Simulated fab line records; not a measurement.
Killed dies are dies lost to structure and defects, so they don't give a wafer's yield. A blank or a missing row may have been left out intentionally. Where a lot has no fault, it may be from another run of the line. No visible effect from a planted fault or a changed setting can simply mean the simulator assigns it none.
Chamber matching + flow gf180mcu + GF_V3_CMP_04 on cmp-01 has 4 sister chambers
The step polishes SiO2. 15 wafers are shown with their chamber, then 7 later ones without.

EACH WAFER AND ITS CHAMBER
| wafer  | chamber | motor current A (A) | time to endpoint s (s) |
|--------|---------|---------------------|------------------------|
| L158.2 | 1       | 12.5                | 81                     |
| L158.3 | 2       | 12.3                | 75                     |
| L158.6 | 0       | 10.5                | 86                     |
| L161.3 | 2       | 12.1                | 85                     |
| L161.4 | 0       | 10.8                | 89                     |
| L161.6 | 3       | 13.2                | 89                     |
| L169.1 | 3       | 13.8                | 80                     |
| L173.1 | 0       | 10.5                | 77                     |
| L173.5 | 0       | 10.6                | 85                     |
| L173.6 | 1       | 12.7                | 85                     |
| L174.3 | 0       | 10.6                | 73                     |
| L174.5 | 0       | 10.8                | 80                     |
| L174.6 | 3       | 13.2                | 86                     |
| L176.3 | 0       | 10.1                | 79                     |
| L176.4 | 1       | 13.2                | 88                     |

SIGNATURES (means of the wafers above)
| reading            | chamber 0 | chamber 1 | chamber 2 | chamber 3 | scatter within a chamber |
|--------------------|-----------|-----------|-----------|-----------|--------------------------|
| motor current A    | 10.557    | 12.800    | 12.200    | 13.400    | 0.279                    |
| time to endpoint s | 81.29     | 84.67     | 80.00     | 85.00     | 5.28                     |
Rule: for each reading, subtract the chamber's mean from the wafer's reading, divide by that reading's scatter and square the result; add these up over the readings and take the root, which gives the wafer's distance from the chamber. If the next closest chamber is less than 2 further off than the closest, the wafer can't be placed; otherwise it belongs to the closest. How the scatter is found: for the shown wafers, subtract from each reading the mean of its chamber, square and add these, divide the total by (wafers less chambers), then take the root.

WAFERS WITH NO CHAMBER GIVEN
| wafer  | motor current A (A) | time to endpoint s (s) |
|--------|---------------------|------------------------|
| L176.6 | 13.0                | 78                     |
| L178.2 | 13.6                | 75                     |
| L178.5 | 14.3                | 87                     |
| L178.6 | 11.6                | 81                     |
| L180.1 | 9.7                 | 76                     |
| L180.4 | 12.5                | 88                     |
| L180.5 | 12.3                | 88                     |

CHAMBER TAKEN BY EACH
| wafer  | from the rows above          | in truth |
|--------|------------------------------|----------|
| L176.6 | can't be placed: 1 or 3 or 2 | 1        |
| L178.2 | can't be placed: 3 or 1      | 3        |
| L178.5 | 3                            | 3        |
| L178.6 | can't be placed: 2 or 0      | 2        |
| L180.1 | 0                            | 0        |
| L180.4 | can't be placed: 1 or 2      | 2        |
| L180.5 | can't be placed: 2 or 1      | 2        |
Correct placement for 2 of the 7. Unplaceable from these rows: 5, with the true chamber sitting among the candidates in 5. 0 placed wrongly.
